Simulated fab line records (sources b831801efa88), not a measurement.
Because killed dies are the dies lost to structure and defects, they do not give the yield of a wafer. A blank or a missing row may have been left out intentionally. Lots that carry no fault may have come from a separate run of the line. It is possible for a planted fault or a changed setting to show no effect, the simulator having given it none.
Struck lot and sound lot, side by side :: flow sky130 :: 17 steps out of a route of 708
Sound: the wafers L822.2, L822.4, L822.5. Wafers struck: L834.2, L834.5, L834.6. The cause is named last.
For every step that has rows: the tool of each side, followed by ch and its chambers, followed by its first start. Under that, the readings that differ: sound wafers :: struck wafers :: difference of the means :: sigmas: that difference in standard deviations of wafers without a fault.
alike: a reading whose means differ by less than 2 such deviations, as well as words and numbers matching on both sides. not compared: withheld readings; readings where some wafer has no value; bounds like >300 that might hide an equal value; numbers whose values overlap and for which the record gives no deviation.
Wherever a step has rows on one side only, a row that says differs or no value, or a row with sigmas, the two part there. Numbers that have no deviation but don't overlap get no sigmas and don't part them. A reading that every wafer of one side lacks parts them only if that side has two wafers or more.

SKY_LDD_P_OVL_MEAS_08:
  sound on overlay-01 at day 22 08:59; struck on overlay-02 at day 26 05:44
  alike: LDD_P_OVL
then, 1 step without rows for these wafers: SKY_LDD_P_IMPLANT_09.
SKY_LDD_P_STRIP_10: strips in O2/N2.
  sound on plasmaAsher-03 ch 0,1, day 22 09:10; struck on plasmaAsher-03 ch 0,1, day 26 05:55
  alike: drypumpMotorCurrentA, oesProductAu, stripTimeToEndpointS
  not compared: rfHoursCounterH
SKY_LDD_P_TW_MEAS_11:
  sound on filmMetro-03 at day 22 09:17; struck on filmMetro-02 at day 26 06:02
reading: LDD_P_TW
sound: 618 619 621
struck: 629 625 625
difference: +7
sigmas: +2
then, 7 steps without rows for these wafers: SKY_LDD_HVN_DEHYDRATE_00 (time 60 s); SKY_LDD_HVN_HMDS_01 (prime time 60 s); SKY_LDD_HVN_COAT_02 (resist thk 300 nm); SKY_LDD_HVN_SOFTBAKE_03 (time 60 s); SKY_LDD_HVN_EXPOSE_04 (exposes mask HVNTM, target cd 700 nm); SKY_LDD_HVN_PEB_05; SKY_LDD_HVN_DEVELOP_06 (develop time 60 s).
SKY_LDD_HVN_OVL_MEAS_07:
  sound on overlay-01 at day 23 15:16; struck on overlay-02 at day 27 09:50
  alike: LDD_HVN_OVL
SKY_LDD_HVN_IMPLANT_08:
  sound on implanter-04 ch 0, day 23 15:19; struck on implanter-03 ch 0, day 27 09:53
reading: beamEnergyKeV
sound: 59.997 59.986 60.016
struck: 82.826 82.843 82.808
difference: +22.826
sigmas: +99 or more

reading: model.implant.rpNm (nm)
sound: 54.25 54.25 54.25
struck: 76.11 76.11 76.11
difference: +21.86
sigmas: 

reading: model.implant.drpNm (nm)
sound: 28.15 28.15 28.15
struck: 37.11 37.11 37.11
difference: +8.96
sigmas: 
SKY_LDD_HVN_STRIP_09: strips in O2/N2.
  sound on plasmaAsher-03 ch 0,1, day 23 15:26; struck on plasmaAsher-02 ch 0,1, day 27 10:01
  alike: drypumpMotorCurrentA, oesProductAu, stripTimeToEndpointS
  not compared: rfHoursCounterH
SKY_LDD_HVN_TW_MEAS_10:
  sound on filmMetro-02 at day 23 15:33; struck on filmMetro-02 at day 27 10:07
reading: LDD_HVN_TW
sound: 1430 1426 1423
struck: 1546 1542 1543
difference: +117
sigmas: +12
then, 1 step without rows for these wafers: SKY_LDD_HVP_DEHYDRATE_00 (time 60 s).
-- here the record skips 23 days between the struck wafers' starts before and after, leaving off in module LDD_HVP and picking up in module PAD_OPEN (first step shown: number 708 of the route) --
SKY_PAD_OPEN_PROBE_99:
  sound on prober-01 at day 48 07:04; struck on prober-02 at day 50 08:20
reading: model.etest.tip_n_5v.rsOhmSq
sound: 1419 1419 1424
struck: 1232 1233 1232
difference: -188
sigmas: 

reading: model.etest.nfetG5v0d10v5.rOnOhmUm
sound: 1873 1850 1888
struck: 1802 1811 1820
difference: -59
sigmas: 

reading: model.etest.nfetG5v0d10v5.driveUaUm
sound: 614.2 615.2 605.1
struck: 635.7 631.5 634.2
difference: +22.3
sigmas: 

reading: model.etest.nfetG5v0d10v5.vtSatV (V)
sound: 0.7681 0.7671 0.7758
struck: 0.6935 0.7019 0.7035
difference: -0.0707
sigmas: 

reading: model.etest.nfetG5v0d10v5.vtV (V)
sound: 0.8189 0.8238 0.8276
struck: 0.7782 0.7877 0.7838
difference: -0.0402
sigmas: 

reading: model.etest.nfet_05v0_nvt.vtSatV (V)
sound: 0.2997 0.3084 0.3104
struck: 0.2842 0.2799 0.2803
difference: -0.0247
sigmas: 
  alike: killed_at_M0_to_M3, killed_at_M4_up, killedAtContacts, killedAtFrontEnd, killedAtOther, killedDies, killedOpen, killedShort
  not compared: model.etest.nfet_05v0_nvt.driveUaUm, model.etest.ring_5v.delayPs

== WHERE THEY PART ==
Earliest at SKY_LDD_P_TW_MEAS_11; latest, in this record, at SKY_LDD_HVN_TW_MEAS_10. Later steps at which nothing parts them and some readings are alike: SKY_PAD_OPEN_PROBE_99.

WHY: whatever the simulator had introduced
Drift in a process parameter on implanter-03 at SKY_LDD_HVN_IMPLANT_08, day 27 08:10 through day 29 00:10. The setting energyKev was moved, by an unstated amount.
